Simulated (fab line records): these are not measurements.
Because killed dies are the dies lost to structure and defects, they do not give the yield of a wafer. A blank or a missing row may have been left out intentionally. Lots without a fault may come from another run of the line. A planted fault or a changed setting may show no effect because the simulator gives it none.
Which tool was responsible? | flow sky130 | 72 wafers from 24 lots sampled at 6 of the route's 708 steps

WHAT THE GAUGES READ, wafer by wafer
SKY_CONTACT_THK_MEAS_26: measures by xrf. Usual: CONTACT_W_THK gives 338 nm (standard deviation 5.4).
lot  | measured     | on            | CONTACT_W_THK (nm) | flag
L074 | day 32 11:55 | film metro-02 | 332 336 330        |
L076 | day 32 19:52 | film metro-04 | 341 335 335        |
L075 | day 32 20:40 | film metro-03 | 338 337 341        |
L077 | day 33 08:25 | film metro-03 | 334 344 337        |
L078 | day 33 13:19 | film metro-04 | 347 345 339        |
L079 | day 33 18:43 | film metro-04 | 338 342 334        |
L080 | day 34 00:02 | film metro-02 | 334 339 341        |
L081 | day 34 06:47 | film metro-02 | 327 332 332        |
L082 | day 34 18:14 | film metro-03 | 347 341 353        |
L083 | day 34 21:53 | film metro-04 | 340 341 340        |
L084 | day 35 06:10 | film metro-04 | 341 343 343        |
L085 | day 35 14:28 | film metro-02 | 334 334 335        |
L086 | day 35 19:41 | film metro-04 | 336 350 347        |
L087 | day 36 09:14 | film metro-02 | 335 337 334        |
L088 | day 36 10:16 | film metro-03 | 338 339 337        |
L089 | day 36 18:53 | film metro-04 | 346 343 347        |
L090 | day 36 20:14 | film metro-02 | 333 332 331        |
L091 | day 37 01:00 | film metro-04 | 343 342 341        |
L092 | day 37 07:48 | film metro-03 | 342 336 336        |
L093 | day 37 20:15 | film metro-04 | 338 344 346        |
L094 | day 38 00:16 | film metro-02 | 333 330 338        |
L095 | day 38 09:03 | film metro-04 | 343 336 341        |
L096 | day 38 17:34 | film metro-04 | 345 339 340        |
L097 | day 39 01:09 | film metro-04 | 330 333 333        |

SKY_METAL2_OVL_MEAS_16. Usual: METAL2_OVL gives 4 nm (standard deviation 5.5).
lot  | measured     | on         | METAL2_OVL (nm) | flag
L074 | day 35 23:22 | overlay-01 | 4 3 3           |
L076 | day 36 07:47 | overlay-02 | 6 -5 -2         |
L075 | day 36 08:40 | overlay-02 | 7 9 0           |
L077 | day 36 20:31 | overlay-02 | -5 -9 -11       |
L078 | day 36 23:20 | overlay-02 | -1 10 3         |
L079 | day 37 06:02 | overlay-01 | 12 18 9         |
L080 | day 37 10:11 | overlay-01 | -2 1 5          |
L081 | day 37 17:18 | overlay-02 | 5 4 4           |
L082 | day 38 04:46 | overlay-01 | 0 -3 0          |
L083 | day 38 07:13 | overlay-02 | 8 9 4           |
L084 | day 38 15:26 | overlay-01 | 7 5 3           |
L085 | day 38 21:58 | overlay-01 | -5 1 2          |
L086 | day 39 04:29 | overlay-02 | 7 7 1           |
L087 | day 39 15:22 | overlay-01 | 0 7 10          |
L088 | day 39 17:57 | overlay-02 | 7 10 8          |
L089 | day 40 01:32 | overlay-01 | 8 13 6          |
L090 | day 40 03:11 | overlay-01 | 17 14 18        |
L091 | day 40 07:57 | overlay-01 | -3 0 9          |
L092 | day 40 13:31 | overlay-02 | 7 -1 -2         |
L093 | day 41 00:08 | overlay-02 | 3 7 6           |
L094 | day 41 06:11 | overlay-02 | 10 4 3          |
L095 | day 41 13:37 | overlay-01 | 6 2 0           |
L096 | day 41 22:02 | overlay-01 | 1 5 4           |
L097 | day 42 04:58 | overlay-01 | 3 -7 3          |

EACH LOT AND THE TOOL THAT RAN IT (in order: tool; ch and the chambers of the sampled wafers; start)
lot  | SKY_CONTACT_ETCH_18                           | SKY_METAL1_SPUTTER_00        | SKY_METAL1_SPUTTER_01        | SKY_METAL1_STRIP_20
L074 | rie diel-02 ch 1,2, day 32 11:55 or earlier   | pvd sputter-02, day 32 12:16 | pvd sputter-02, day 32 12:17 | plasma asher-04 ch 0,1, day 33 15:34
L076 | rie diel-02 ch 1,2,3, day 32 19:52 or earlier | pvd sputter-03, day 32 20:13 | pvd sputter-03, day 32 20:14 | plasma asher-04 ch 0,1, day 33 23:37
L075 | rie diel-02 ch 2,3, day 32 20:40 or earlier   | pvd sputter-02, day 32 21:01 | pvd sputter-02, day 32 21:02 | plasma asher-01 ch 0,1, day 34 01:07
L077 | rie diel-02 ch 0,2,3, day 33 08:25 or earlier | pvd sputter-03, day 33 08:47 | pvd sputter-03, day 33 08:49 | plasma asher-02 ch 0,1, day 34 12:50
L078 | rie diel-02 ch 1,2,3, day 33 13:19 or earlier | pvd sputter-04, day 33 13:40 | pvd sputter-04, day 33 13:41 | plasma asher-04 ch 0,1, day 34 16:13
L079 | rie diel-02 ch 1,3, day 33 18:43 or earlier   | pvd sputter-03, day 33 19:03 | pvd sputter-03, day 33 19:04 | plasma asher-04 ch 0,1, day 34 22:05
L080 | rie diel-01 ch 0,2,3, day 34 00:02 or earlier | pvd sputter-04, day 34 00:31 | pvd sputter-04, day 34 00:33 | plasma asher-04 ch 0,1, day 35 02:56
L081 | rie diel-02 ch 0,1,3, day 34 06:47 or earlier | pvd sputter-03, day 34 07:08 | pvd sputter-03, day 34 07:10 | plasma asher-02 ch 0,1, day 35 10:05
L082 | rie diel-01 ch 0,1,3, day 34 18:14 or earlier | pvd sputter-02, day 34 18:35 | pvd sputter-02, day 34 18:37 | plasma asher-04 ch 0,1, day 35 21:35
L083 | rie diel-01 ch 1,2,3, day 34 21:53 or earlier | pvd sputter-03, day 34 22:14 | pvd sputter-03, day 34 22:16 | plasma asher-02 ch 1, day 36 01:10
L084 | rie diel-03 ch 0,2,3, day 35 06:10 or earlier | pvd sputter-04, day 35 06:31 | pvd sputter-04, day 35 06:32 | plasma asher-02 ch 0,1, day 36 09:31
L085 | rie diel-01 ch 0,3, day 35 14:28 or earlier   | pvd sputter-03, day 35 14:49 | pvd sputter-03, day 35 14:50 | plasma asher-02 ch 0,1, day 36 17:32
L086 | rie diel-03 ch 0,1,3, day 35 19:41 or earlier | pvd sputter-04, day 35 20:01 | pvd sputter-04, day 35 20:02 | plasma asher-04 ch 0,1, day 36 22:36
L087 | rie diel-01 ch 1,2,3, day 36 09:14 or earlier | pvd sputter-02, day 36 09:35 | pvd sputter-02, day 36 09:36 | plasma asher-04 ch 0, day 37 11:04
L088 | rie diel-03 ch 1,3, day 36 10:16 or earlier   | pvd sputter-04, day 36 10:38 | pvd sputter-04, day 36 10:39 | plasma asher-04 ch 0,1, day 37 12:49
L089 | rie diel-01 ch 1,2,3, day 36 18:53 or earlier | pvd sputter-02, day 36 19:14 | pvd sputter-02, day 36 19:16 | plasma asher-01 ch 0,1, day 37 21:17
L090 | rie diel-02 ch 0,1,2, day 36 20:14 or earlier | pvd sputter-02, day 36 20:35 | pvd sputter-02, day 36 20:37 | plasma asher-01 ch 0,1, day 37 22:32
L091 | rie diel-02 ch 1,2,3, day 37 01:00 or earlier | pvd sputter-04, day 37 01:22 | pvd sputter-04, day 37 01:23 | plasma asher-04 ch 0,1, day 38 03:52
L092 | rie diel-01 ch 1,2,3, day 37 07:48 or earlier | pvd sputter-02, day 37 08:10 | pvd sputter-02, day 37 08:11 | plasma asher-02 ch 0,1, day 38 09:14
L093 | rie diel-01 ch 0,1,2, day 37 20:15 or earlier | pvd sputter-04, day 37 20:36 | pvd sputter-04, day 37 20:37 | plasma asher-04 ch 0,1, day 38 21:34
L094 | rie diel-01 ch 0,2,3, day 38 00:16 or earlier | pvd sputter-04, day 38 00:37 | pvd sputter-04, day 38 00:38 | plasma asher-01 ch 0,1, day 39 02:13
L095 | rie diel-02 ch 1,3, day 38 09:03 or earlier   | pvd sputter-04, day 38 09:25 | pvd sputter-04, day 38 09:26 | plasma asher-01 ch 0,1, day 39 10:07
L096 | rie diel-01 ch 1,2,3, day 38 17:34 or earlier | pvd sputter-03, day 38 17:53 | pvd sputter-03, day 38 17:55 | plasma asher-04 ch 0,1, day 39 19:35
L097 | rie diel-02 ch 0,1,3, day 39 01:09 or earlier | pvd sputter-04, day 39 01:45 | pvd sputter-04, day 39 01:46 | plasma asher-02 ch 0,1, day 40 03:04
- SKY_CONTACT_ETCH_18: etches Si3N4 in CHF3/O2, stops on TiN, time 39 s, target depth 75 nm.
- SKY_METAL1_SPUTTER_00: material Ti, target thk 15 nm, time 10 s.
- SKY_METAL1_SPUTTER_01: material TiN, target thk 20 nm, time 16.7 s.
- SKY_METAL1_STRIP_20: strips in O2/N2.

WHAT THE TOOLS THEMSELVES READ (means of the sampled wafers that have a number; where no wafer has one, the mark that the record gives instead)
SKY_CONTACT_ETCH_18. Usual: bias w 200.0 W, standard deviation 0.56; drypump motor current A 5.7 A, standard deviation 0.48; oes product au 0.852 a.u., standard deviation 0.007; rf fwd power W 593 W, standard deviation 3.1; throttle valve pct 8.791 %, standard deviation 0.0086.
lot  | tool        | bias w (W) | drypump motor current A (A) | oes product au (a.u.) | rf fwd power W (W) | throttle valve pct (%) | flag
L074 | rie diel-02 | 199.8      | 5.3                         | 0.847                 | 593                | 8.784                  |
L076 | rie diel-02 | 199.9      | 5.5                         | 0.852                 | 592                | 8.798                  |
L075 | rie diel-02 | 200.4      | 5.4                         | 0.847                 | 590                | 8.785                  |
L077 | rie diel-02 | 199.4      | 5.4                         | 0.850                 | 591                | 8.782                  |
L078 | rie diel-02 | 200.0      | 5.5                         | 0.858                 | 591                | 8.791                  |
L079 | rie diel-02 | 200.7      | 5.6                         | 0.848                 | 593                | 8.796                  |
L080 | rie diel-01 | 200.1      | 5.8                         | 0.860                 | 593                | 8.793                  |
L081 | rie diel-02 | 199.8      | 5.6                         | 0.845                 | 593                | 8.789                  |
L082 | rie diel-01 | 200.4      | 6.1                         | 0.850                 | 593                | 8.794                  |
L083 | rie diel-01 | 199.8      | 6.1                         | 0.854                 | 594                | 8.793                  |
L084 | rie diel-03 | 200.1      | 5.6                         | 0.856                 | 591                | 8.788                  |
L085 | rie diel-01 | 199.9      | 6.0                         | 0.848                 | 594                | 8.792                  |
L086 | rie diel-03 | 200.2      | 5.7                         | 0.849                 | 593                | 8.781                  |
L087 | rie diel-01 | 200.2      | 6.1                         | 0.850                 | 593                | 8.778                  |
L088 | rie diel-03 | 199.7      | 5.7                         | 0.861                 | 595                | 8.788                  |
L089 | rie diel-01 | 200.3      | 6.1                         | 0.852                 | 593                | 8.797                  |
L090 | rie diel-02 | 200.3      | 5.2                         | 0.849                 | 594                | 8.783                  |
L091 | rie diel-02 | 199.9      | 5.5                         | 0.855                 | 591                | 8.793                  |
L092 | rie diel-01 | 200.6      | 6.1                         | 0.851                 | 592                | 8.789                  |
L093 | rie diel-01 | 200.1      | 5.8                         | 0.852                 | 594                | 8.791                  |
L094 | rie diel-01 | 200.2      | 5.8                         | 0.854                 | 594                | 8.797                  |
L095 | rie diel-02 | 200.2      | 5.6                         | 0.857                 | 595                | 8.798                  |
L096 | rie diel-01 | 200.2      | 6.1                         | 0.854                 | 594                | 8.794                  |
L097 | rie diel-02 | 199.8      | 5.5                         | 0.855                 | 593                | 8.796                  |

SKY_METAL1_SPUTTER_00. Usual: throttle valve pct 30.4 %, standard deviation 1.4.
lot  | tool           | throttle valve pct (%) | flag
L074 | pvd sputter-02 | 30.8                   |
L076 | pvd sputter-03 | 31.2                   |
L075 | pvd sputter-02 | 30.7                   |
L077 | pvd sputter-03 | 30.1                   |
L078 | pvd sputter-04 | 29.9                   |
L079 | pvd sputter-03 | 32.6                   |
L080 | pvd sputter-04 | 30.0                   |
L081 | pvd sputter-03 | 31.3                   |
L082 | pvd sputter-02 | 30.3                   |
L083 | pvd sputter-03 | 31.9                   |
L084 | pvd sputter-04 | 28.8                   |
L085 | pvd sputter-03 | 30.0                   |
L086 | pvd sputter-04 | 29.6                   |
L087 | pvd sputter-02 | 30.3                   |
L088 | pvd sputter-04 | 30.4                   |
L089 | pvd sputter-02 | 30.2                   |
L090 | pvd sputter-02 | 30.3                   |
L091 | pvd sputter-04 | 29.3                   |
L092 | pvd sputter-02 | 30.5                   |
L093 | pvd sputter-04 | 29.1                   |
L094 | pvd sputter-04 | 29.7                   |
L095 | pvd sputter-04 | 29.9                   |
L096 | pvd sputter-03 | 32.5                   |
L097 | pvd sputter-04 | 29.3                   |

SKY_METAL1_SPUTTER_01. Usual: throttle valve pct 30.4 %, standard deviation 1.4.
lot  | tool           | throttle valve pct (%) | flag
L074 | pvd sputter-02 | 30.7                   |
L076 | pvd sputter-03 | 31.1                   |
L075 | pvd sputter-02 | 31.0                   |
L077 | pvd sputter-03 | 30.1                   |
L078 | pvd sputter-04 | 29.9                   |
L079 | pvd sputter-03 | 32.3                   |
L080 | pvd sputter-04 | 30.0                   |
L081 | pvd sputter-03 | 31.4                   |
L082 | pvd sputter-02 | 30.2                   |
L083 | pvd sputter-03 | 32.0                   |
L084 | pvd sputter-04 | 28.8                   |
L085 | pvd sputter-03 | 29.9                   |
L086 | pvd sputter-04 | 29.5                   |
L087 | pvd sputter-02 | 30.2                   |
L088 | pvd sputter-04 | 30.3                   |
L089 | pvd sputter-02 | 30.3                   |
L090 | pvd sputter-02 | 30.3                   |
L091 | pvd sputter-04 | 29.2                   |
L092 | pvd sputter-02 | 30.6                   |
L093 | pvd sputter-04 | 29.3                   |
L094 | pvd sputter-04 | 29.8                   |
L095 | pvd sputter-04 | 29.8                   |
L096 | pvd sputter-03 | 32.6                   |
L097 | pvd sputter-04 | 29.2                   |

SKY_METAL1_STRIP_20. Usual: drypump motor current A 5.6 A, standard deviation 0.36; oes product au 0.344 a.u., standard deviation 0.0047; strip time to endpoint s 2.709 s, standard deviation 0.028.
lot  | tool            | drypump motor current A (A) | oes product au (a.u.) | strip time to endpoint s (s) | flag
L074 | plasma asher-04 | 5.4                         | 0.347                 | 2.739                        |
L076 | plasma asher-04 | 5.5                         | 0.342                 | 2.700                        |
L075 | plasma asher-01 | 5.7                         | 0.342                 | 2.703                        |
L077 | plasma asher-02 | 6.0                         | 0.343                 | 2.702                        |
L078 | plasma asher-04 | 5.5                         | 0.348                 | 2.710                        |
L079 | plasma asher-04 | 5.4                         | 0.339                 | 2.685                        |
L080 | plasma asher-04 | 5.5                         | 0.348                 | 2.760                        |
L081 | plasma asher-02 | 6.0                         | 0.341                 | 2.697                        |
L082 | plasma asher-04 | 5.4                         | 0.343                 | 2.697                        |
L083 | plasma asher-02 | 5.2                         | 0.345                 | 2.681                        |
L084 | plasma asher-02 | 6.0                         | 0.346                 | 2.714                        |
L085 | plasma asher-02 | 6.0                         | 0.345                 | 2.706                        |
L086 | plasma asher-04 | 5.5                         | 0.342                 | 2.686                        |
L087 | plasma asher-04 | 5.3                         | 0.343                 | 2.733                        |
L088 | plasma asher-04 | 5.6                         | 0.346                 | 2.725                        |
L089 | plasma asher-01 | 5.7                         | 0.342                 | 2.700                        |
L090 | plasma asher-01 | 5.7                         | 0.341                 | 2.704                        |
L091 | plasma asher-04 | 5.5                         | 0.346                 | 2.681                        |
L092 | plasma asher-02 | 6.0                         | 0.344                 | 2.740                        |
L093 | plasma asher-04 | 5.5                         | 0.345                 | 2.759                        |
L094 | plasma asher-01 | 5.7                         | 0.339                 | 2.695                        |
L095 | plasma asher-01 | 5.7                         | 0.349                 | 2.703                        |
L096 | plasma asher-04 | 5.5                         | 0.349                 | 2.683                        |
L097 | plasma asher-02 | 5.6                         | 0.343                 | 2.674                        |

THE ANSWER, worked out from the rows above alone
Rule: lot off if the mean of its wafers having a number is beyond 3 standard deviations from the usual mean. Also off: a lot with no number at a reading for which 4 or more lots have one. All remaining lots with rows at the step are treated as sound. After the gauges, taken in route order, come the tools' own readings; for these a lot's mean is taken, as printed above. At the first step where some lot is off, the reading lying furthest off is the one used; lots without a number count as furthest.
Across all readings shown, no lot is off: no conclusion can be drawn from this.

WHAT HAD BEEN PUT IN BY THE SIMULATOR
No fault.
